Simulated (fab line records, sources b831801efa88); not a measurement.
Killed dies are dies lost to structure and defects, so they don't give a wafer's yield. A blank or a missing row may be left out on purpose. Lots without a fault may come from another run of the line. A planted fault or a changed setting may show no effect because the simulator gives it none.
fab line records | flow sky130
record lots=5 wafers=15 last_day=49
route steps=708 shown CONTACT@424 METAL1@434 VIA1@458 PAD_OPEN@708
lots that met no fault: from a run of the same line without faults
start_h: hours from the record's first day to the start of the lot's first wafer shown | wait_h: hours since the lot's step before | " the same as in the row above | L1.1+2: a row that stands for several wafers | - no value, or no start given | * or withheld: withheld | < > ~ a bound
route shown NAME@n: a module of which the file shows steps, and the number in the route of the first | usual: mean/standard deviation of fault-free wafers | same: alike in all rows | chamber/n: place in a boat | sites: the reading at each site | _std_site: their standard deviation | _edge_site: outer sites' mean less inner sites' | radius_mm: how far each site lies from the wafer's centre | mask NAME#n: copy n | behind: the tool/chamber that last shaped the wafer | hold: why the lot was held/for how many hours/how that ended | device: the transistor (n, p or np) that didn't switch | end of line: the same wafers' tests at the end of the route | a step without rows: its recipe alone | killed: dies lost to structure and defects at the first sort, not the wafer's yield | map: a wafer's dies, x killed, . not, _ none there
set.NAME: the setting as run; set.NAME@STEP: as run at that earlier step | model.NAME: the simulator's own value behind a step, which no gauge read
lots at some steps of the route; a table a step, a row a wafer
services: from which hour (start_h, from the record's first day; less than 0 if before it) a tool's chamber was out of use, for how many hours, and why
## steps
# step SKY_CONTACT_ETCH_18
# recipe target=Si3N4 chemistry=CHF3/O2 stop_on=TiN source_w=600 bias_w=200 pressure_mtorr=40 chf3_flow_sccm=50 O2_flow_sccm=5 time_s=39 target_depth_a=750
# step SKY_CONTACT_STRIP_19
# recipe chemistry=O2/N2 power_w=1400 pressure_mtorr=1500 platen_temp_c=withheld o2_flow_sccm=3000 n2_flow_sccm=300 overash_fraction=0.5
# step SKY_CONTACT_STRIP_20
# recipe chemistry=post_etch_residue_remover time_s=1200 temp_c=72.5
# step SKY_CONTACT_CLEAN_21
# recipe chemistry=IPA time_s=180 temp_c=25
# step SKY_CONTACT_CLEAN_22
# recipe chemistry=O3/DIW dry=n2_spin
# step SKY_CONTACT_SPUTTER_23
# recipe material=TiN target_thk_nm=20 chamber_pressure_pa=5 power_w=4000 time_s=80
# step SKY_CONTACT_CVD_24
# recipe material=W target_thk_nm=340 time_s=102.12 temp_c=400 pressure_torr=40
# step SKY_CONTACT_CMP_27
# recipe stop_on=SiO2 t_overpolish_s=15 down_force_psi=3.5 platen_rpm=60 target_thk_nm=0 pad_velocity_m_s=0.94248
# step SKY_METAL1_SPUTTER_00
# recipe material=Ti target_thk_nm=15 power_w=3000 time_s=10 chamber_pressure_pa=0.4
# step SKY_METAL1_SPUTTER_01
# recipe material=TiN target_thk_nm=20 power_w=6500 time_s=16.7 chamber_pressure_pa=0.4
# step SKY_METAL1_SPUTTER_02
# recipe material=AlCu target_thk_nm=250 power_w=10600 time_s=13.3 chamber_pressure_pa=0.4
# usual throttle_valve_pct=30.4/0.65
# columns lot.wafer tool chamber start_h wait_h throttle_valve_pct
L200.2 pvd_sputter-03 - 788.54 0.0 30.9
L200.3 " - " " 30.0
L200.4 " - " " 31.0
L203.1 pvd_sputter-01 - 806.18 0.0 29.8
L203.3 " - " " 30.7
L203.5 " - " " 30.7
L207.1 pvd_sputter-03 - 832.66 0.0 29.8
L207.2 " - " " 31.2
L207.5 " - " " 30.9
L213.2 pvd_sputter-03 - 871.60 0.0 31.4
L213.3 " - " " 29.9
L213.6 " - " " 30.8
L214.2 pvd_sputter-03 - 875.61 0.0 29.9
L214.5 " - " " 31.1
L214.6 " - " " 31.3
# step SKY_METAL1_SPUTTER_03
# recipe material=Ti target_thk_nm=5 power_w=3000 time_s=3.3 chamber_pressure_pa=0.4
# step SKY_METAL1_SPUTTER_04
# recipe material=TiN target_thk_nm=70 power_w=6500 time_s=58.3 chamber_pressure_pa=0.4
# step SKY_METAL1_DEHYDRATE_07
# recipe temp_c=200 time_s=60
# step SKY_METAL1_HMDS_08
# recipe prime_time_s=60 prime_temp_c=120
# step SKY_METAL1_COAT_09
# recipe resist=BARC temp_c=withheld time_s=withheld spin_rpm=3000 resist_thk_nm=60
# step SKY_METAL1_COAT_10
# recipe resist=KrF-thick spin_rpm=3000 resist_thk_nm=450
# step SKY_METAL1_SOFTBAKE_11
# recipe temp_c=100 time_s=90 resist=KrF-thick
# step SKY_METAL1_EXPOSE_12
# recipe mask_id=MM1 na=0.8 source_shape=annular sigma_inner=0.55 sigma_outer=0.85 target_cd_nm=140 dose_mj=28
# step SKY_METAL1_PEB_13
# recipe peb_temp_c=withheld peb_time_s=withheld resist=KrF-thick
# step SKY_METAL1_DEVELOP_14
# recipe develop_time_s=60 resist=KrF-thick dev_temp_c=21
# step SKY_METAL1_DESCUM_17
# recipe chemistry=O2 source_power_w=150 bias_power_w=0 pressure_mtorr=10 temp_c=40 time_s=8
# step SKY_METAL1_ETCH_18
# recipe chemistry=N2/H2 target=BARC ion_energy_ev=200 bias_w=100 pressure_mtorr=30 n2_flow_sccm=100 h2_flow_sccm=200 icp_w=494 stop_on=SiO2 time_s=45.9 target_depth_a=600
# step SKY_METAL1_METAL_ETCH_19
# recipe target_depth_a=3600 stop_on=SiO2 over_etch_frac=0.3 time_s=78 chemistry=Cl2/BCl3 resist_sidewall_deg=88 pressure_mtorr=10 icp_w=900 bias_w=48.5 Cl2_flow_sccm=60 bcl3_flow_sccm=30
# step SKY_METAL1_STRIP_20
# recipe chemistry=O2/N2 power_w=1400 pressure_mtorr=1500 platen_temp_c=withheld o2_flow_sccm=3000 n2_flow_sccm=300 overash_fraction=0.5
# step SKY_METAL1_STRIP_21
# recipe chemistry=post_etch_residue_remover time_s=1200 temp_c=72.5
# step SKY_METAL1_CLEAN_22
# recipe chemistry=IPA time_s=180 temp_c=25
# step SKY_METAL1_CLEAN_23
# recipe chemistry=O3/DIW dry=n2_spin
# step SKY_VIA1_HDPCVD_00
# recipe material=SiO2 target_thk_nm=1030 sigma_open_frac=0.3 time_s=171.7 temp_c=400 sih4_flow_sccm=60 pressure_mtorr=6
# step SKY_VIA1_CMP_02
# recipe material=SiO2 down_force_psi=4 platen_rpm=60 pad_velocity_m_s=0.94248
# step SKY_VIA1_DEHYDRATE_04
# recipe temp_c=200 time_s=60
# step SKY_VIA1_HMDS_05
# recipe prime_time_s=60 prime_temp_c=120
# step SKY_VIA1_COAT_06
# recipe resist=BARC temp_c=withheld time_s=withheld spin_rpm=3000 resist_thk_nm=60
# step SKY_VIA1_COAT_07
# recipe resist=KrF-thick spin_rpm=3000 resist_thk_nm=450
# step SKY_PAD_OPEN_PROBE_99
# usual defect_limited_yield=82.6/1.9 killed_at_M0_to_M3=43/6.9 killed_at_M4_up=3.0/1.8 killed_at_contacts=24/4.8 killed_at_front_end=15/4.5 killed_at_other=0.4/0.67 killed_dies=86/9.2 killed_open=46/6.9 killed_short=39/6 sort_bin_3_pad_short=0.8/0.39 sort_bin_5_function=10.2/1.3 sort_bin_6_memory=6.3/1.2 sort_n_pass=406/9.2 sort_yield_pct=82.6/1.9
# same gross_dies=492 killed_at_back_side=0 sort_bin_4_leakage[%]=0 sort_bin_8_speed[%]=0
# columns lot.wafer tool chamber start_h wait_h hold defect_limited_yield[%] killed_at_M0_to_M3 killed_at_M4_up killed_at_contacts killed_at_front_end killed_at_other killed_dies killed_open killed_short sort_bin_3_pad_short[%] sort_bin_5_function[%] sort_bin_6_memory[%] sort_n_pass sort_yield_pct[%] model.etest.tester.sort_n_pass model.etest.tester.sort_yield_pct model.etest.tester.sort_bin_5_pct model.etest.tester.sort_bin_3_pct
L200.2 prober-02 - 1117.43 0.1 - 79.1 46 2 30 25 0 103 55 47 0.8 11.0 9.1 389 79.1 389 79.06 10.98 0.813
L200.3 prober-02 - 1117.48 0.2 - 80.3 52 5 21 17 2 97 53 42 0.6 10.4 8.7 395 80.3 395 80.28 10.37 0.6098
L200.4 prober-02 - 1117.53 0.2 - 81.5 48 1 23 18 1 91 46 45 1.2 11.0 6.3 401 81.5 401 81.5 10.98 1.22
L203.1 prober-02 - 1126.47 0.1 - 83.7 36 2 29 12 1 80 41 39 1.0 9.8 5.5 412 83.7 412 83.74 9.756 1.016
L203.3 prober-02 - 1126.57 0.2 - 84.8 37 3 23 12 0 75 46 29 0.8 8.1 6.3 417 84.8 417 84.76 8.13 0.813
L203.5 prober-02 - 1126.67 0.2 - 85.0 36 2 17 19 0 74 37 36 1.0 8.9 5.1 418 85.0 418 84.96 8.943 1.016
L207.1 prober-01 - 1147.47 0.1 await_dispo/5.6h/release 78.5 65 2 29 9 1 106 40 34 1.2 14.8 5.5 386 78.5 386 78.46 14.84 1.22
L207.2 prober-01 - 1147.52 0.1 await_dispo/5.6h/release 76.4 82 4 19 11 0 116 40 26 1.4 15.9 6.3 376 76.4 376 76.42 15.85 1.423
L207.5 prober-01 - 1147.67 0.2 await_dispo/5.6h/release 77.4 83 6 13 9 0 111 34 29 2.6 13.6 6.3 381 77.4 381 77.44 13.62 2.642
L213.2 prober-02 - 1177.01 0.1 await_dispo/1.1h/release 74.6 86 3 23 13 0 125 47 42 1.6 17.1 6.7 367 74.6 367 74.59 17.07 1.626
L213.3 prober-02 - 1177.06 0.2 await_dispo/1.1h/release 76.0 69 3 30 16 0 118 57 33 2.2 13.8 7.9 374 76.0 374 76.02 13.82 2.236
L213.6 prober-02 - 1177.21 0.2 await_dispo/1.1h/release 74.8 85 0 19 20 0 124 45 29 2.6 15.7 6.9 368 74.8 368 74.8 15.65 2.642
L214.2 prober-01 - 1178.75 0.1 await_dispo/6.6h/release 75.2 82 6 21 13 0 122 50 38 2.0 13.6 9.1 370 75.2 370 75.2 13.62 2.033
L214.5 prober-01 - 1178.90 0.2 await_dispo/6.6h/release 71.1 90 6 25 20 1 142 53 40 2.2 18.1 8.5 350 71.1 350 71.14 18.09 2.236
L214.6 prober-01 - 1178.95 0.2 await_dispo/6.6h/release 78.0 80 3 18 7 0 108 49 29 2.2 12.4 7.3 384 78.0 384 78.05 12.4 2.236
# killed by level:class
L200.2 CONTACT:geometric_particle:open=12 VIA3:geometric_particle:open=10 VIA1:geometric_particle:open=10 POLY_GATE:geometric_particle:short=8 LI_CONTACT:geometric_particle:open=8 VIA1:geometric_particle:short=6 CONTACT:geometric_particle:short=6 VIA2:geometric_particle:open=6
L200.3 VIA1:geometric_particle:open=13 VIA2:geometric_particle:open=10 METAL2:geometric_particle:short=9 CONTACT:geometric_particle:short=7 LI_CONTACT:geometric_particle:open=6 VIA3:geometric_particle:open=6 POLY_GATE:geometric_particle:open=5 FIELD_ISO:geometric_particle:short=4
L200.4 VIA1:geometric_particle:open=16 LI_CONTACT:geometric_particle:open=7 FIELD_ISO:geometric_particle:short=6 VIA1:geometric_particle:short=6 VIA3:geometric_particle:open=6 LI_CONTACT:geometric_particle:short=5 METAL2:geometric_particle:short=5 POLY_GATE:geometric_particle:open=4
L203.1 CONTACT:geometric_particle:open=8 VIA1:geometric_particle:open=8 CONTACT:geometric_particle:short=7 VIA3:geometric_particle:short=6 LI_CONTACT:geometric_particle:open=6 LOCAL_INTERCONNECT:geometric_particle:short=5 METAL2:geometric_particle:short=5 VIA2:geometric_particle:open=5
L203.3 CONTACT:geometric_particle:open=12 VIA1:geometric_particle:open=10 METAL2:geometric_particle:open=5 FIELD_ISO:geometric_particle:open=4 LOCAL_INTERCONNECT:geometric_particle:short=4 LI_CONTACT:geometric_particle:open=4 METAL3:geometric_particle:short=3 POLY_GATE:geometric_particle:short=3
L203.5 VIA1:geometric_particle:open=8 CONTACT:geometric_particle:open=7 POLY_GATE:geometric_particle:short=6 METAL1:geometric_particle:short=5 VIA2:geometric_particle:open=5 LI_CONTACT:geometric_particle:open=4 VIA2:geometric_particle:short=4 FIELD_ISO:geometric_particle:open=3
L207.1 METAL1:unspecified=31 CONTACT:geometric_particle:open=13 VIA1:geometric_particle:open=10 CONTACT:geometric_particle:short=6 LI_CONTACT:geometric_particle:open=5 METAL1:geometric_particle:short=5 VIA1:geometric_particle:short=4 LI_CONTACT:geometric_particle:short=3
L207.2 METAL1:unspecified=50 CONTACT:geometric_particle:open=9 VIA1:geometric_particle:open=7 VIA3:geometric_particle:open=6 VIA2:geometric_particle:open=5 SPACER:geometric_particle:open=4 LI_CONTACT:geometric_particle:short=4 VIA2:geometric_particle:short=3
L207.5 METAL1:unspecified=48 VIA1:geometric_particle:open=9 VIA3:geometric_particle:open=8 CONTACT:geometric_particle:open=6 METAL4:geometric_particle:short=5 METAL2:geometric_particle:short=4 VIA3:geometric_particle:short=4 POLY_GATE:geometric_particle:short=3
L213.2 METAL1:unspecified=36 CONTACT:geometric_particle:open=11 METAL1:geometric_particle:short=10 LI_CONTACT:geometric_particle:open=8 VIA1:geometric_particle:short=8 VIA1:geometric_particle:open=8 VIA2:geometric_particle:open=6 VIA3:geometric_particle:open=5
L213.3 METAL1:unspecified=28 VIA1:geometric_particle:open=13 LI_CONTACT:geometric_particle:open=12 CONTACT:geometric_particle:open=8 VIA2:geometric_particle:open=6 VIA3:geometric_particle:open=6 FIELD_ISO:geometric_particle:open=5 VIA1:geometric_particle:short=5
L213.6 METAL1:unspecified=48 CONTACT:geometric_particle:open=9 VIA1:geometric_particle:open=9 FIELD_ISO:geometric_particle:short=6 FIELD_ISO:geometric_particle:open=6 LI_CONTACT:geometric_particle:open=6 VIA2:geometric_particle:open=5 VIA3:geometric_particle:short=4
L214.2 METAL1:unspecified=33 VIA1:geometric_particle:open=19 CONTACT:geometric_particle:open=11 VIA1:geometric_particle:short=7 FIELD_ISO:geometric_particle:short=5 LI_CONTACT:geometric_particle:open=5 POLY_GATE:geometric_particle:open=4 VIA2:geometric_particle:open=4
L214.5 METAL1:unspecified=49 VIA1:geometric_particle:open=11 CONTACT:geometric_particle:open=9 LI_CONTACT:geometric_particle:open=8 VIA3:geometric_particle:open=7 VIA1:geometric_particle:short=6 FIELD_ISO:geometric_particle:short=5 FIELD_ISO:geometric_particle:open=4
L214.6 METAL1:unspecified=30 VIA1:geometric_particle:open=15 VIA3:geometric_particle:open=11 METAL2:geometric_particle:short=6 CONTACT:geometric_particle:short=5 CONTACT:geometric_particle:open=4 VIA1:geometric_particle:short=4 VIA2:geometric_particle:open=4
# map L207.2 (x killed, . not)
__________.........._________
________.x..........x._______
______.............x...._____
_____..x.............x.x.____
____......x.............x.___
___xx..x.x.....x.x...x.....__
__..x..........x.x.........._
_.........x.x.........x..x...
_x.....x......xxx..xxx...x...
_.........x...xxxxx..........
_x.x......x...xxxxxxx........
_.....x......xxxxxxxx....x.xx
_xx.......x.xxxxxxxxx.x.....x
_x............xxxxxxx.x......
_x.x..x........xxxxx..x......
__......x....xx.x.xxx.xx.x.._
___....x...x.x.x.....xx..x.__
____......x......x........___
_____....................____
______.x...........x...x_____
________.....xx......._______
__________x........._________
# map L213.2 (x killed, . not)
__________...x.x..x._________
________.....x........_______
______.........x......xx_____
_____.....x....x..xx....x____
____.....x......x.x..x.xx.___
___xx.x..x..xx.x..x........__
__.....x......x............._
_....x...x....x.x.....x.x.x.x
_.....x........x...xx........
_..xx....x....x.x............
_...x......x...............x.
_xx.......x...xx.............
_x..........x.x.xx........x..
_...x...............xx..x....
_xx.......x.x......x.x....x.x
__.........x........x..xx..._
___.x..x..........xxx.x...x__
____......x.....xxxx..xx..___
_____....x......xxxxxxxx.____
______.....x.xxxxxxxxx.._____
________.x...xxxxxxxxx_______
__________...xxxxxxx_________
## services
# columns tool chamber start_h hours kind
pvd_sputter-03 - 781.45 1.9 repair
pvd_sputter-03 - 808.71 5.2 repair
pvd_sputter-03 0 814.45 - consumable_replace:kit
pvd_sputter-03 0 814.45 18.0 scheduled_down
pvd_sputter-03 0 814.45 18.0 vent_cycle
pvd_sputter-03 - 841.87 4.8 repair
pvd_sputter-01 3 860.29 - consumable_replace:kit
pvd_sputter-01 3 860.29 18.0 scheduled_down
pvd_sputter-01 3 860.29 18.0 vent_cycle
## key
first_sign step=SKY_PAD_OPEN_PROBE_99 reading=killed_at_M0_to_M3 direction=up sigmas=5.4 usual=43 struck=80
effect step=SKY_PAD_OPEN_PROBE_99 reading=defect_limited_yield direction=down sigmas=3.6 usual=82.6 struck=75.8
model_effect step=SKY_PAD_OPEN_PROBE_99 value=etest.tester.sort_n_pass without=407.7 struck=372.9
met_at SKY_METAL1_SPUTTER_02
struck_wafers L207.1,L207.2,L207.5,L213.2,L213.3,L213.6,L214.2,L214.5,L214.6
onset_between 788.54 832.66
also_fits time
fault kind=chamber_particle_source tool=pvd_sputter-03 chamber=- onset_h=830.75 steps=SKY_METAL1_SPUTTER_02 rate_per_visit_cm2=0.62532 end_h=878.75
